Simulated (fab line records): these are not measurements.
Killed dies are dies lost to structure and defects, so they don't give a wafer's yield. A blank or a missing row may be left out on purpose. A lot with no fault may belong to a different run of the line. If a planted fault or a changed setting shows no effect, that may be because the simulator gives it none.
Which tool is to blame? / flow sky130 / 14 lots with 42 wafers sampled at 2 steps, on a route of 708 steps

## WHAT EACH GAUGE READ, for each wafer
SKY_VIA4_BOW_MEAS_03. Usual: VIA4_BOW 78 um, standard deviation 8.9.
lot=L979; measured=day 41 10:38; on=filmMetro-04; VIA4_BOW (um)=64 70 68; flag=
lot=L980; measured=day 42 00:21; on=filmMetro-02; VIA4_BOW (um)=74 100 79; flag=
lot=L981; measured=day 42 14:05; on=filmMetro-04; VIA4_BOW (um)=74 78 72; flag=
lot=L983; measured=day 43 01:31; on=filmMetro-04; VIA4_BOW (um)=85 79 77; flag=
lot=L982; measured=day 43 02:50; on=filmMetro-03; VIA4_BOW (um)=77 87 82; flag=
lot=L985; measured=day 43 17:47; on=filmMetro-02; VIA4_BOW (um)=59 86 75; flag=
lot=L986; measured=day 43 21:44; on=filmMetro-03; VIA4_BOW (um)=75 65 67; flag=
lot=L987; measured=day 44 02:51; on=filmMetro-03; VIA4_BOW (um)=91 81 89; flag=
lot=L988; measured=day 44 09:06; on=filmMetro-03; VIA4_BOW (um)=87 77 69; flag=
lot=L990; measured=day 45 03:23; on=filmMetro-03; VIA4_BOW (um)=148 137 151 - - -; flag=OFF
lot=L992; measured=day 45 08:39; on=filmMetro-02; VIA4_BOW (um)=148 139 120 - - -; flag=OFF
lot=L100; measured=day 47 15:46; on=filmMetro-03; VIA4_BOW (um)=89 77 73; flag=
lot=L101; measured=day 47 22:13; on=filmMetro-02; VIA4_BOW (um)=85 80 85; flag=
lot=L102; measured=day 48 04:57; on=filmMetro-03; VIA4_BOW (um)=69 63 81; flag=

## WHAT TOOL EACH LOT RAN ON (gives the tool, then ch and the chambers of the sampled wafers, and finally the start)
lot=L979; SKY_VIA4_CMP_02=cmp-01 ch 0,2,3, day 41 10:26
lot=L980; SKY_VIA4_CMP_02=cmp-01 ch 0,1,2, day 42 00:06
lot=L981; SKY_VIA4_CMP_02=cmp-01 ch 1,2, day 42 13:46
lot=L983; SKY_VIA4_CMP_02=cmp-01 ch 0,3, day 43 01:13
lot=L982; SKY_VIA4_CMP_02=cmp-02 ch 0,2,3, day 43 02:32
lot=L985; SKY_VIA4_CMP_02=cmp-02 ch 2,3, day 43 17:32
lot=L986; SKY_VIA4_CMP_02=cmp-02 ch 0,2, day 43 21:28
lot=L987; SKY_VIA4_CMP_02=cmp-02 ch 0,1, day 44 02:32
lot=L988; SKY_VIA4_CMP_02=cmp-01 ch 0,1, day 44 08:46
lot=L990; SKY_VIA4_CMP_02=cmp-02 ch 1,2,3, day 45 03:06
lot=L992; SKY_VIA4_CMP_02=cmp-01 ch 0,1,3, day 45 08:24
lot=L100; SKY_VIA4_CMP_02=cmp-02 ch 0,1,3, day 47 15:28
lot=L101; SKY_VIA4_CMP_02=cmp-01 ch 0,1,2, day 47 21:58
lot=L102; SKY_VIA4_CMP_02=cmp-01 ch 0,1,2, day 48 04:39
- SKY_VIA4_CMP_02: polishes SiO2.

## WHAT THE TOOLS THEMSELVES READ (means of the sampled wafers that have a number; where no wafer has one, the mark that the record gives instead)
SKY_VIA4_CMP_02. Usual: edgeZonePressureFrac 1.000, standard deviation 0.0054; headPressurePsi 4.001 psi, standard deviation 0.0094; motorCurrentA 11.6 A, standard deviation 1.
lot=L979; tool=cmp-01; edgeZonePressureFrac=1.004; headPressurePsi (psi)=4.000; motorCurrentA (A)=11.6; flag=
lot=L980; tool=cmp-01; edgeZonePressureFrac=1.000; headPressurePsi (psi)=3.993; motorCurrentA (A)=11.8; flag=
lot=L981; tool=cmp-01; edgeZonePressureFrac=0.998; headPressurePsi (psi)=3.997; motorCurrentA (A)=12.0; flag=
lot=L983; tool=cmp-01; edgeZonePressureFrac=0.998; headPressurePsi (psi)=3.999; motorCurrentA (A)=11.1; flag=
lot=L982; tool=cmp-02; edgeZonePressureFrac=0.997; headPressurePsi (psi)=4.008; motorCurrentA (A)=12.4; flag=
lot=L985; tool=cmp-02; edgeZonePressureFrac=0.994; headPressurePsi (psi)=4.011; motorCurrentA (A)=12.2; flag=
lot=L986; tool=cmp-02; edgeZonePressureFrac=1.001; headPressurePsi (psi)=3.990; motorCurrentA (A)=11.8; flag=
lot=L987; tool=cmp-02; edgeZonePressureFrac=1.007; headPressurePsi (psi)=3.997; motorCurrentA (A)=11.4; flag=
lot=L988; tool=cmp-01; edgeZonePressureFrac=1.005; headPressurePsi (psi)=4.004; motorCurrentA (A)=11.7; flag=
lot=L990; tool=cmp-02; edgeZonePressureFrac=-; headPressurePsi (psi)=-; motorCurrentA (A)=-; flag=OFF
lot=L992; tool=cmp-01; edgeZonePressureFrac=-; headPressurePsi (psi)=-; motorCurrentA (A)=-; flag=OFF
lot=L100; tool=cmp-02; edgeZonePressureFrac=0.998; headPressurePsi (psi)=3.999; motorCurrentA (A)=11.9; flag=
lot=L101; tool=cmp-01; edgeZonePressureFrac=0.999; headPressurePsi (psi)=4.004; motorCurrentA (A)=11.7; flag=
lot=L102; tool=cmp-01; edgeZonePressureFrac=1.001; headPressurePsi (psi)=4.008; motorCurrentA (A)=12.1; flag=

## THE ANSWER, worked out from the rows above alone
Rule: take the mean of a lot's wafers that have a number; if it is more than 3 standard deviations from the usual mean, the lot is off. A lot without any number at a reading at which 4 lots or more have one is off too. The other lots that the step has rows for count as sound. First the gauges in route order, then the tools' own readings, where a lot's mean is used as printed above. The first step at which some lot is off is used, and at that step the reading that is off furthest; a lot without a number counts as furthest.
Off: L990, L992, at SKY_VIA4_BOW_MEAS_03 (VIA4_BOW).
A tool fits if, at a process step before that reading, it ran every lot that is off, and no sound lot after the first of them. The gauges at SKY_VIA4_BOW_MEAS_03 aren't tried: what is off there is off at SKY_VIA4_CMP_02 too, on other tools, and a gauge's error can't cause that. No candidate that was tried fits.

## WHAT HAD BEEN PUT IN BY THE SIMULATOR
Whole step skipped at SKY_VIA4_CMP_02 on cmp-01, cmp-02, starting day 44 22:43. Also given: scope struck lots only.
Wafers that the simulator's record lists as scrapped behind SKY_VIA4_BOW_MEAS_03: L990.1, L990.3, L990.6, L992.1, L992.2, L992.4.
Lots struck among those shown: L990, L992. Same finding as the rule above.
